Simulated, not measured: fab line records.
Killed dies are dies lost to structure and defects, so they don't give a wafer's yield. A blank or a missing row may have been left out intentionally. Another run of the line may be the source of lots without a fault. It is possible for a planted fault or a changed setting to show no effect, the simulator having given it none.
fab line records -- flow gf180mcu -- part 2 of 2: steps 27 to 34 of 34
[record] lots = 5, wafers = 15, last-day = 34
route steps=602 shown DUAL_GATE@142 POLY_GATE@157
lots untouched by any fault: they come from a run of this same line in which no faults occurred
start-h: the number of hours between the record's first day and the start of the first shown wafer of the lot -- wait-h: hours from the lot's prior step to this one -- " the same as in the row above -- L1.1+2: a single row standing in for several wafers -- - either no value or no given start -- * or withheld: withheld -- < > ~ a bound
route shown NAME@n: NAME is a module with steps in the file, n the number in the route of the first one -- usual: mean/standard deviation of fault-free wafers -- same: alike in all rows -- chamber/n: place in a boat -- sites: each site's reading -- _std_site: the values' standard deviation -- _edge_site: outer sites' mean less inner sites' -- radius-mm: how far each site lies from the wafer's centre -- mask NAME#n: copy n -- behind: the most recent tool/chamber to have shaped the wafer -- hold: what put the lot on hold/how long, in hours/how the hold closed -- device: transistor that didn't switch, given as n, p or np -- end of line: tests of these same wafers at the route's end -- a step given without rows: its recipe and nothing more -- killed: dies lost to structure and defects at the first sort, not the wafer's yield -- map: shows each die of a wafer: x if killed, . if not, _ if none is there
set.NAME: the setting as run; set.NAME@STEP: as run at that earlier step -- model.NAME: the simulator's own value behind a step, which no gauge read
a table for each step, a row for each wafer; lots at some steps of the route
services: from which hour (start-h, from the record's first day; less than 0 if before it) a tool's chamber was out of use, for how many hours, and why
[[steps]]
[step GF_POLY_GATE_OVL_MEAS_11]
[usual] POLY_GATE_OVL = 2/4.3
lot.wafer,tool,chamber,start-h,wait-h,POLY_GATE_OVL[nm]
L076.4,overlay-02,-,207.58,0.1,2
L076.5,overlay-02,-,207.58,0.1,8
L076.6,overlay-02,-,207.58,0.1,0
L077.1,overlay-02,-,218.11,0.1,-3
L077.2,overlay-02,-,218.11,0.1,5
L077.3,overlay-02,-,218.11,0.1,-2
L081.1,overlay-01,-,243.77,0.1,7
L081.3,overlay-01,-,243.77,0.1,0
L081.5,overlay-01,-,243.77,0.1,1
L088.1,overlay-02,-,297.66,0.1,9
L088.3,overlay-02,-,297.66,0.1,4
L088.6,overlay-02,-,297.66,0.1,10
L095.1,overlay-01,-,349.22,0.1,1
L095.4,overlay-01,-,349.22,0.1,1
L095.5,overlay-01,-,349.22,0.1,3
[step GF_POLY_GATE_ETCH_12]
[recipe] chemistry = N2/H2, target-depth-a = withheld, overetch-a = withheld, time-s = withheld, target = BARC, ion-energy-ev = 200, source-w = 500, bias-w = 100, pressure-mtorr = 30, n2-flow-sccm = 100, h2-flow-sccm = 200
[usual] bias-w = 100.0/0.31, drypump-motor-current-A = 6.0/0.38, n2-flow-sccm = 100.04/0.29, oes-product-au = 0.736/0.0048, rf-fwd-power-W = 495.6/2, throttle-valve-pct = 13.214/0.008
lot.wafer,tool,chamber,start-h,wait-h,bias-w,drypump-motor-current-A,n2-flow-sccm,oes-product-au,rf-fwd-power-W,throttle-valve-pct
L076.4,rie-diel-04,1,207.59,0.0,100.2,6.6,99.70,0.738,498.3,13.208
L076.5,rie-diel-04,0,207.59,0.0,99.9,6.0,99.87,0.733,491.6,13.214
L076.6,rie-diel-04,1,207.59,0.0,100.0,6.6,100.22,0.735,497.5,13.210
L077.1,rie-diel-01,2,218.14,0.0,99.9,6.2,99.78,0.741,496.6,13.211
L077.2,rie-diel-01,0,218.14,0.0,99.2,5.8,100.65,0.736,494.4,13.216
L077.3,rie-diel-01,3,218.14,0.0,100.3,5.7,99.98,0.734,494.5,13.212
L081.1,rie-diel-03,1,243.80,0.0,99.8,5.7,100.12,0.743,498.6,13.217
L081.3,rie-diel-03,3,243.80,0.0,100.1,6.2,99.91,0.740,497.5,13.215
L081.5,rie-diel-03,1,243.80,0.0,99.9,5.8,99.95,0.728,496.1,13.220
L088.1,rie-diel-01,0,297.70,0.0,100.3,5.8,100.29,0.738,496.8,13.217
L088.3,rie-diel-01,1,297.70,0.0,99.6,6.7,100.10,0.735,493.5,13.224
L088.6,rie-diel-01,3,297.70,0.0,99.7,5.7,99.97,0.747,491.2,13.217
L095.1,rie-diel-04,1,349.25,0.0,100.2,6.6,100.27,0.740,498.1,13.207
L095.4,rie-diel-04,3,349.25,0.0,99.7,5.7,99.68,0.733,498.1,13.216
L095.5,rie-diel-04,0,349.25,0.0,100.3,6.0,99.88,0.733,495.1,13.220
[step GF_POLY_GATE_ETCH_13]
[recipe] target = poly-Si, target-depth-nm = 198.5, stop-on = SiO2, over-etch-frac = 0.403, chemistry = HBr/Cl2, icp-w = 400, bias-w = 100, pressure-mtorr = 10, HBr_flow_sccm = 150, Cl2_flow_sccm = 50, time-s = 69.6
[usual] bias-w = 100.0/0.31, drypump-motor-current-A = 5.62/0.3, oes-product-au = 0.987/0.0069, rf-fwd-power-W = 397.4/1.3, throttle-valve-pct = 33.685/0.0089
lot.wafer,tool,chamber,start-h,wait-h,bias-w,drypump-motor-current-A,oes-product-au,rf-fwd-power-W,rf-hours-counter-h,throttle-valve-pct
L076.4,rie-si-02,2,207.64,-,99.5,5.12,0.986,400.3,80,33.675
L076.5,rie-si-02,1,207.64,-,100.6,5.80,0.989,397.5,-,33.674
L076.6,rie-si-02,0,207.64,-,99.9,5.45,0.989,398.3,-,33.688
L077.1,rie-si-01,2,218.19,-,99.9,5.65,1.000,398.5,33,33.667
L077.2,rie-si-01,1,218.19,-,99.7,5.68,0.984,398.0,106,33.688
L077.3,rie-si-01,0,218.19,-,100.4,5.41,0.983,396.4,8,33.675
L081.1,rie-si-02,0,243.85,-,99.7,5.48,0.988,395.7,5,33.674
L081.3,rie-si-02,3,243.85,-,99.7,6.42,0.988,399.2,59,33.704
L081.5,rie-si-02,3,243.85,-,99.8,6.42,0.974,398.9,-,33.686
L088.1,rie-si-01,1,297.75,-,100.2,5.63,0.973,399.7,0,33.679
L088.3,rie-si-01,0,297.75,-,100.3,5.41,0.980,399.5,9,33.696
L088.6,rie-si-01,2,297.75,-,99.6,5.64,0.988,395.5,-,33.686
L095.1,rie-si-02,0,349.30,-,100.4,5.48,0.985,397.8,6,33.683
L095.4,rie-si-02,2,349.30,-,99.9,5.16,0.970,397.8,81,33.690
L095.5,rie-si-02,1,349.30,-,100.1,5.80,0.984,398.2,-,33.677
[step GF_POLY_GATE_STRIP_14]
[recipe] chemistry = O2/N2, power-w = 1400, pressure-mtorr = 1500, platen-temp-c = 250, o2-flow-sccm = 3000, n2-flow-sccm = 300, overash-fraction = 0.5
[usual] drypump-motor-current-A = 5.9/0.46, heater-power-w = 340/18, n2-flow-sccm = 299.9/0.82, oes-product-au = 0.504/0.005
lot.wafer,tool,chamber,start-h,wait-h,drypump-motor-current-A,heater-power-w,n2-flow-sccm,oes-product-au,rf-hours-counter-h
L076.4,plasma-asher-04,1,207.73,0.1,6.1,341,299.1,0.504,-
L076.5,plasma-asher-04,0,207.73,0.1,5.9,323,299.9,0.505,-
L076.6,plasma-asher-04,1,207.73,0.1,6.1,354,299.3,0.499,-
L077.1,plasma-asher-04,0,218.25,0.0,5.9,327,300.4,0.505,44
L077.2,plasma-asher-04,1,218.25,0.0,6.1,338,299.4,0.510,44
L077.3,plasma-asher-04,1,218.25,0.0,6.1,344,299.4,0.505,-
L081.1,plasma-asher-02,1,243.91,0.0,5.2,334,299.4,0.510,56
L081.3,plasma-asher-02,1,243.91,0.0,5.2,330,299.1,0.511,-
L081.5,plasma-asher-02,1,243.91,0.0,5.2,327,299.2,0.502,-
L088.1,plasma-asher-04,0,297.80,0.0,5.9,324,298.8,0.505,52
L088.3,plasma-asher-04,0,297.80,0.0,5.9,319,298.6,0.506,-
L088.6,plasma-asher-04,1,297.80,0.0,6.1,344,300.3,0.505,-
L095.1,plasma-asher-04,1,349.36,0.0,6.1,351,299.9,0.504,57
L095.4,plasma-asher-04,0,349.36,0.0,5.9,325,301.4,0.505,-
L095.5,plasma-asher-04,1,349.36,0.0,6.1,349,298.6,0.508,-
[step GF_POLY_GATE_CLEAN_15]
[recipe] chemistry = SC1/SC2, mix = 1:4:20, temp-c = 70, time-s = 150, dry = n2-spin
[usual] bath-guard-temp-C = 70.0/0.34
lot.wafer,tool,chamber,start-h,wait-h,bath-guard-temp-C
L076.4,wet-bench-04,2,207.80,0.0,70.0
L076.5,wet-bench-04,2,207.80,0.0,69.9
L076.6,wet-bench-04,2,207.80,0.0,70.5
L077.1,wet-bench-01,2,218.35,0.1,70.0
L077.2,wet-bench-01,2,218.35,0.1,69.9
L077.3,wet-bench-01,2,218.35,0.1,70.5
L081.1,wet-bench-02,1,244.01,0.1,70.0
L081.3,wet-bench-02,1,244.01,0.1,69.8
L081.5,wet-bench-02,1,244.01,0.1,69.6
L088.1,wet-bench-04,3,297.90,0.1,70.4
L088.3,wet-bench-04,3,297.90,0.1,70.6
L088.6,wet-bench-04,3,297.90,0.1,70.2
L095.1,wet-bench-01,2,349.46,0.1,70.2
L095.4,wet-bench-01,2,349.46,0.1,70.1
L095.5,wet-bench-01,2,349.46,0.1,70.1
[step GF_POLY_GATE_OXIDATION_16]
[recipe] temp-c = 850, ambient = O2, stabilise-s = 600, purge-s = 300, target-thk-a = 40, ox-time-s = 899
lot.wafer,tool,chamber,start-h,wait-h
L076.4+5+6,furnace-02,0,207.85,0.0
L077.1+2+3,furnace-01,0,218.40,0.0
L081.1+3+5,furnace-02,0,244.06,0.0
L088.1+3+6,furnace-01,0,298.35,0.4
L095.1+4+5,furnace-01,0,350.14,0.6
[step GF_POLY_GATE_THK_MEAS_17]
[recipe] reads = SiO2_of_POLY_GATE_OXIDATION_16
[usual] POLY_GATE_OXIDATION_THK = 4.01/0.088
lot.wafer,tool,chamber,start-h,wait-h,POLY_GATE_OXIDATION_THK[nm]
L076.4,film-metro-04,-,209.13,0.0,4.06
L076.5,film-metro-04,-,209.13,0.0,4.04
L076.6,film-metro-04,-,209.13,0.0,4.06
L077.1,film-metro-04,-,219.65,0.0,4.01
L077.2,film-metro-04,-,219.65,0.0,3.97
L077.3,film-metro-04,-,219.65,0.0,4.15
L081.1,film-metro-03,-,245.31,0.0,4.13
L081.3,film-metro-03,-,245.31,0.0,4.08
L081.5,film-metro-03,-,245.31,0.0,4.14
L088.1,film-metro-02,-,299.60,0.0,4.12
L088.3,film-metro-02,-,299.60,0.0,4.11
L088.6,film-metro-02,-,299.60,0.0,4.04
L095.1,film-metro-03,-,351.39,0.0,3.95
L095.4,film-metro-03,-,351.39,0.0,3.97
L095.5,film-metro-03,-,351.39,0.0,4.01
[step GF_POLY_GATE_CD_MEAS_18]
[usual] cd-nm = 280.6/1.9
lot.wafer,tool,chamber,start-h,wait-h,cd-nm
L076.4,cd-sem-02,-,209.25,0.1,279.0
L076.5,cd-sem-02,-,209.25,0.1,284.0
L076.6,cd-sem-02,-,209.25,0.1,283.7
L077.1,cd-sem-02,-,219.71,0.1,281.9
L077.2,cd-sem-02,-,219.71,0.1,277.6
L077.3,cd-sem-02,-,219.71,0.1,280.9
L081.1,cd-sem-01,-,245.37,0.1,282.8
L081.3,cd-sem-01,-,245.37,0.1,283.0
L081.5,cd-sem-01,-,245.37,0.1,283.4
L088.1,cd-sem-01,-,299.66,0.1,281.2
L088.3,cd-sem-01,-,299.66,0.1,283.3
L088.6,cd-sem-01,-,299.66,0.1,281.2
L095.1,cd-sem-02,-,351.45,0.1,279.7
L095.4,cd-sem-02,-,351.45,0.1,277.3
L095.5,cd-sem-02,-,351.45,0.1,280.2
[[services]]
tool,chamber,start-h,hours,kind
iline-stepper-01,-,145.98,1.7,pm
krf-scanner-01,-,146.50,1.3,pm
furnace-01,-,152.96,4.0,pm
krf-scanner-02,-,155.03,0.8,pm
krf-scanner-02,-,160.16,1.0,pm
rie-diel-04,0,167.05,2.5,repair
krf-scanner-01,-,175.54,7.2,pm
rie-si-02,2,178.91,3.3,repair
furnace-01,-,180.20,3.9,pm
krf-scanner-01,-,201.26,1.9,repair
furnace-02,-,256.56,3.8,pm
iline-stepper-02,-,289.59,1.7,pm
furnace-02,-,293.06,4.6,pm
krf-scanner-01,-,296.46,0.8,pm
plasma-asher-04,-,299.49,2.8,pm
krf-scanner-01,-,300.88,4.4,pm
krf-scanner-01,-,305.26,1.0,pm
rie-si-02,3,313.13,8.8,repair
rie-si-02,2,314.17,19.3,repair
krf-scanner-01,-,322.40,1.3,pm
plasma-asher-02,-,326.38,0.4,repair
krf-scanner-01,-,330.94,0.5,repair
rie-si-02,2,334.84,2.0,repair
furnace-01,-,346.81,3.3,pm
